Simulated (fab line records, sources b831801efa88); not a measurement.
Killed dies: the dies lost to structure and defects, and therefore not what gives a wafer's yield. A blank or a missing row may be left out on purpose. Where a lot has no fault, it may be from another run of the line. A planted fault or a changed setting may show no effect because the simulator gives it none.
Chamber matching	flow sky130	cmp-01 running SKY_VIA2_CMP_02: 4 sister chambers
The step polishes SiO2. 24 wafers are shown with their chamber, then 12 later ones without.

== EACH WAFER AND ITS CHAMBER ==
wafer	chamber	motor-current-A (A)
L074.1	1	11.7
L074.2	0	14.2
L074.3	3	10.3
L077.1	3	9.9
L077.4	1	10.8
L077.5	3	10.2
L080.3	0	13.7
L080.5	3	11.0
L080.6	0	14.4
L081.1	0	14.3
L081.3	3	10.5
L081.6	1	11.2
L084.3	1	11.8
L084.4	3	10.6
L084.6	1	10.7
L083.1	2	10.5
L083.2	3	10.5
L083.5	3	10.4
L087.3	0	14.5
L087.4	3	10.3
L087.6	2	10.3
L088.1	1	11.4
L088.3	0	14.2
L088.6	2	10.4

SIGNATURES (averages over the wafers above)
reading	chamber 0	chamber 1	chamber 2	chamber 3	scatter within a chamber
motor-current-A	14.217	11.267	10.400	10.411	0.329
Rule: distance of a wafer from a chamber = root of the sum over the readings of ((wafer's reading minus chamber's mean) / reading's scatter) squared. If the next closest chamber is less than 2 further off than the closest, the wafer can't be placed; otherwise it belongs to the closest. How the scatter is found: for the shown wafers, subtract from each reading the mean of its chamber, square and add these, divide the total by (wafers less chambers), then take the root.

== WAFERS WITH NO CHAMBER GIVEN ==
wafer	motor-current-A (A)
L089.2	13.8
L089.3	10.3
L089.5	14.6
L090.1	10.9
L090.3	10.7
L090.4	14.1
L093.1	10.6
L093.2	10.6
L093.3	11.2
L097.1	11.1
L097.2	13.6
L097.4	9.9

== THE CHAMBER EACH PASSED THROUGH ==
wafer	from the rows above	in truth
L089.2	0	0
L089.3	can't be placed: 2 or 3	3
L089.5	0	0
L090.1	can't be placed: 1 or 3 or 2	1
L090.3	can't be placed: 3 or 2 or 1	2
L090.4	0	0
L093.1	can't be placed: 3 or 2 or 1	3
L093.2	can't be placed: 3 or 2 or 1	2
L093.3	1	1
L097.1	can't be placed: 1 or 3 or 2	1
L097.2	0	0
L097.4	can't be placed: 2 or 3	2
Placed correctly: 5 of 12. Unplaceable from these rows: 7, with the true chamber sitting among the candidates in 7. Wrongly placed: 0.
